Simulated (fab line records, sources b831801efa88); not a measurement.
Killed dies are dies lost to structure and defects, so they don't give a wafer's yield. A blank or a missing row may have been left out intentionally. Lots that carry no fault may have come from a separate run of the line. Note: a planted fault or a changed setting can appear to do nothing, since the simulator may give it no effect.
Comparing a struck lot with a sound one ; flow sky130 ; 21 steps out of a route of 708
Sound: these wafers, L768.3, L768.5, L768.6. Struck: wafers L782.1, L782.2, L782.3. The cause is named last.
Per side, at each step with rows, come the tool, then ch with its chambers, and then its first start. Under that, the readings that differ: sound wafers ; struck wafers ; difference of the means ; sigmas: that difference in standard deviations of wafers without a fault.
alike: readings with means less than 2 such deviations apart, plus words and numbers identical on both sides. not compared: withheld readings, readings lacking a value on some wafer, bounds such as >300 that could conceal the same value, and numbers that have no deviation in the record and whose values overlap.
A row with sigmas, a row that says differs or no value, or rows on one side alone: a step with any of these is where the two part. Non-overlapping numbers with no deviation appear without sigmas and do not part them. Lack of a reading on every wafer of one side parts them only where that side has two or more wafers.

SKY_POLY_GATE_CD_MEAS_22:
  sound on cd-sem-02, day 17 08:07; struck on cd-sem-01, day 22 07:22
  alike: cd-nm
then, 7 steps without rows for these wafers: SKY_LDD_N_DEHYDRATE_00 (time 60 s); SKY_LDD_N_HMDS_01 (prime time 60 s); SKY_LDD_N_COAT_02 (resist thk 300 nm); SKY_LDD_N_SOFTBAKE_03 (time 60 s); SKY_LDD_N_EXPOSE_04 (exposes mask NTM, target cd 840 nm); SKY_LDD_N_PEB_05; SKY_LDD_N_DEVELOP_06 (develop time 60 s).
SKY_LDD_N_OVL_MEAS_07:
  sound on overlay-01, day 18 13:03; struck on overlay-02, day 23 13:16
  alike: LDD_N_OVL
then, 3 steps without rows for these wafers: SKY_LDD_N_IMPLANT_08; SKY_LDD_N_IMPLANT_09; SKY_LDD_N_IMPLANT_10.
SKY_LDD_N_IMPLANT_11:
  sound on implanter-01 ch 0, day 18 13:34; struck on implanter-04 ch 0, day 23 14:04
  alike: rotation-deg
then, 4 steps without rows for these wafers: SKY_LDD_N_IMPLANT_12; SKY_LDD_N_IMPLANT_13; SKY_LDD_N_IMPLANT_14; SKY_LDD_N_IMPLANT_15.
SKY_LDD_N_STRIP_16: strips in O2/N2.
  sound on plasma-asher-02 ch 0,1, day 18 14:18; struck on plasma-asher-03 ch 0,1, day 23 14:49
reading;sound;struck;difference;sigmas
strip-time-to-endpoint-s (s);4.327 4.328 4.338;4.529 4.529 4.509;+0.191;+14
  alike: drypump-motor-current-A, oes-product-au
  not compared: rf-hours-counter-h
SKY_LDD_N_TW_MEAS_17:
  sound on film-metro-04, day 18 14:23; struck on film-metro-04, day 23 14:59
reading;sound;struck;difference;sigmas
LDD_N_TW;2575 2563 2561;2673 2662 2668;+101;+5
then, 1 step without rows for these wafers: SKY_LDD_P_DEHYDRATE_00 (time 60 s).
-- a jump in the record: the struck wafers' starts before and after are 26 days apart (it breaks off in module LDD_P and resumes in module PAD_OPEN, where the first step shown is number 708 of the route) --
SKY_PAD_OPEN_PROBE_99:
  sound on prober-01, day 46 08:32; struck on prober-02, day 49 13:44
reading;sound;struck;difference;sigmas
killed-at-front-end;18 20 24;12 11 13;-9;-2
model.etest.tip-n.rs-ohm-sq;437.8 432.4 432.6;387 387 385.8;-48;
model.etest.nfet_01v8.r-on-ohm-um;852.8 829.8 822.5;793.7 795.9 803;-37.5;
model.etest.nfet_01v8_lvt.drive-ua-um;556.9 579.1 574.8;594.5 599.9 599.2;+27.6;
model.etest.res-xhigh-po.width-nm (nm);351.4 350.6 350.2;345.2 348.1 345.3;-4.5;
model.etest.ring_1v8.delay-ps;21.78 21.01 21.27;19.93 20.38 20.18;-1.19;
  alike: killed_at_M0_to_M3, killed_at_M4_up, killed-at-contacts, killed-at-other, killed-dies, killed-open, killed-short
  not compared: model.etest.res-poly.line-ohm-um, model.etest.res-poly.width-nm, model.etest.res-high-po.width-nm

## WHERE THEY PART
First at SKY_LDD_N_STRIP_16; last, within this record, at SKY_PAD_OPEN_PROBE_99.

WHY: the cause the simulator had injected
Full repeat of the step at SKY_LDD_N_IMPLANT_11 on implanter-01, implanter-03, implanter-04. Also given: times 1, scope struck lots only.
